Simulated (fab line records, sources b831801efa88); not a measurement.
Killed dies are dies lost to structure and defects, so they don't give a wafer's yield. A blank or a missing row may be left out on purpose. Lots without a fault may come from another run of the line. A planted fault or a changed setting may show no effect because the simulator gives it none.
Which tool did it? | flow gf180mcu | 13 lots, 39 wafers sampled, at 5 steps of a route of 602

WHAT THE GAUGES READ, wafer by wafer
GF_VT_IMPLANT_TW_MEAS_32. Usual: VT_IMPLANT_3_TW 269.2, standard deviation 2.
lot  | measured     | on            | VT_IMPLANT_3_TW   | flag
L744 | day 7 00:32  | film_metro-02 | 269.5 268.4 267.9 |
L745 | day 7 19:20  | film_metro-02 | 270.9 269.7 269.5 |
L748 | day 8 01:38  | film_metro-02 | 269.3 271.6 271.2 |
L749 | day 8 12:22  | film_metro-04 | 266.3 265.6 265.2 |
L751 | day 8 22:17  | film_metro-03 | 270.4 270.1 269.7 |
L753 | day 9 07:44  | film_metro-02 | 270.8 271.7 269.9 |
L754 | day 9 09:42  | film_metro-02 | 271.1 268.4 270.7 |
L755 | day 9 16:44  | film_metro-04 | 266.2 264.7 265.4 |
L756 | day 10 01:14 | film_metro-02 | 271.4 271.5 272.7 |
L757 | day 10 06:16 | film_metro-02 | 271.8 270.7 271.9 |
L759 | day 10 20:19 | film_metro-04 | 266.5 267.0 265.8 |
L761 | day 11 08:13 | film_metro-04 | 267.0 266.9 265.4 |
L765 | day 12 13:40 | film_metro-02 | 269.7 271.0 271.1 |

GF_DUAL_GATE_THK_MEAS_03. Usual: DUAL_GATE_OXIDATION_00_THK 10.87 nm, standard deviation 0.21.
lot  | measured     | on            | DUAL_GATE_OXIDATION_00_THK (nm) | flag
L744 | day 7 18:58  | film_metro-04 | 10.92 10.99 11.02               |
L745 | day 8 14:08  | film_metro-02 | 10.67 10.71 10.89               |
L748 | day 8 21:55  | film_metro-01 | 10.83 10.83 10.86               |
L749 | day 9 07:28  | film_metro-01 | 10.76 10.50 10.85               |
L751 | day 9 19:26  | film_metro-01 | 10.85 10.90 10.89               |
L753 | day 10 03:29 | film_metro-04 | 10.61 10.63 10.64               |
L754 | day 10 05:59 | film_metro-01 | 10.68 10.50 10.70               |
L755 | day 10 12:31 | film_metro-01 | 10.59 10.58 10.74               |
L756 | day 10 20:50 | film_metro-04 | 11.23 11.04 11.21               |
L757 | day 11 04:05 | film_metro-02 | 10.71 10.76 10.67               |
L759 | day 11 17:58 | film_metro-02 | 10.89 11.18 10.86               |
L761 | day 12 04:45 | film_metro-02 | 10.98 10.97 11.15               |
L765 | day 13 13:08 | film_metro-02 | 10.65 10.83 10.80               |

GF_HV_LDD_OVL_MEAS_08. Usual: HV_LDD_OVL 0.1 nm, standard deviation 1.5.
lot  | measured     | on         | HV_LDD_OVL (nm)   | flag
L744 | day 10 02:02 | overlay-02 | 0.1 0.7 -0.2      |
L745 | day 10 22:37 | overlay-02 | 0.9 -0.6 1.4      |
L748 | day 11 12:23 | overlay-01 | 2.5 0.2 0.7       |
L749 | day 11 18:28 | overlay-02 | 1.3 2.4 0.2       |
L751 | day 12 07:25 | overlay-01 | -0.2 0.1 0.5      |
L753 | day 12 14:53 | overlay-01 | 1.0 2.5 -0.1      |
L754 | day 12 18:02 | overlay-01 | 227.9 226.7 226.0 | OFF
L755 | day 13 01:37 | overlay-02 | 224.4 224.8 225.9 | OFF
L756 | day 13 12:19 | overlay-01 | 0.4 2.1 1.8       |
L757 | day 13 20:10 | overlay-01 | -1.7 -0.2 -0.2    |
L759 | day 14 10:29 | overlay-02 | 1.1 -0.7 0.4      |
L761 | day 14 23:31 | overlay-01 | 1.6 2.0 0.3       |
L765 | day 16 16:01 | overlay-02 | -2.4 -3.4 -0.1    |

GF_HV_LDD_CD_MEAS_19: target cd 400 nm. Usual: cd_nm 399.6 nm, standard deviation 2.5.
lot  | measured     | on        | cd_nm (nm)        | flag
L744 | day 10 20:02 | cd_sem-01 | 402.5 402.8 403.3 |
L745 | day 11 17:00 | cd_sem-01 | 400.1 398.4 398.9 |
L748 | day 12 07:19 | cd_sem-01 | 399.0 396.3 400.9 |
L749 | day 12 13:12 | cd_sem-01 | 400.4 403.6 404.5 |
L751 | day 13 03:56 | cd_sem-02 | 401.5 402.3 401.0 |
L753 | day 13 10:43 | cd_sem-02 | 401.6 403.9 401.6 |
L754 | day 13 14:46 | cd_sem-02 | 400.8 399.7 399.4 |
L755 | day 13 21:25 | cd_sem-02 | 399.0 395.1 396.9 |
L756 | day 14 08:28 | cd_sem-01 | 402.0 402.1 402.3 |
L757 | day 14 16:33 | cd_sem-02 | 397.6 396.3 396.4 |
L759 | day 15 06:55 | cd_sem-02 | 397.5 397.0 397.0 |
L761 | day 15 20:50 | cd_sem-02 | 395.4 395.9 394.1 |
L765 | day 17 15:02 | cd_sem-01 | 400.4 400.7 399.8 |

WHICH TOOL RAN EACH LOT (tool, then ch and the chambers of the sampled wafers, then the start)
lot  | GF_HV_LDD_EXPOSE_04
L744 | iline_stepper-02 ch 0, day 9 17:25
L745 | iline_stepper-02 ch 0, day 10 13:33
L748 | iline_stepper-02 ch 0, day 11 02:56
L749 | iline_stepper-02 ch 0, day 11 08:58
L751 | iline_stepper-02 ch 0, day 11 22:07
L753 | iline_stepper-02 ch 0, day 12 05:25
L754 | iline_stepper-02 ch 0, day 12 08:17
L755 | iline_stepper-02 ch 0, day 12 16:03
L756 | iline_stepper-01 ch 0, day 13 02:35
L757 | iline_stepper-01 ch 0, day 13 10:25
L759 | iline_stepper-01 ch 0, day 14 00:48
L761 | iline_stepper-01 ch 0, day 14 13:02
L765 | iline_stepper-01 ch 0, day 16 04:23
- GF_HV_LDD_EXPOSE_04: exposes mask Nplus LV AREA, target cd 400 nm.

WHAT THE TOOLS THEMSELVES READ (means of the sampled wafers that have a number; where no wafer has one, the mark that the record gives instead)
The record holds no such reading with a usual standard deviation.

THE ANSWER, worked out from the rows above alone
Rule: a lot is off if the mean of its wafers that have a number lies more than 3 standard deviations from the usual mean. A lot without any number at a reading at which 4 lots or more have one is off too. The other lots that the step has rows for count as sound. The gauges are gone through in route order, then the tools' own readings, and for those a lot's mean is taken as printed above. The first step at which some lot is off is used, and at that step the reading that is off furthest; a lot without a number counts as furthest.
Off: L754, L755, at GF_HV_LDD_OVL_MEAS_08 (HV_LDD_OVL).
A tool fits if, at a process step before that reading, it ran every lot that is off, and no sound lot after the first of them. The gauges at GF_HV_LDD_OVL_MEAS_08 are tried like those tools. One fits: iline_stepper-02 at GF_HV_LDD_EXPOSE_04. Its last sound lot is L753 (day 12 05:25), its first lot that is off L754 (day 12 08:17): a fault that began between those two fits.

WHAT THE SIMULATOR HAD PUT IN
Scanner matching overlay: iline_stepper-02, from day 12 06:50 on, at GF_HV_LDD_EXPOSE_04. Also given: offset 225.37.
Lots struck among those shown: L754, L755. The rule above found the same.
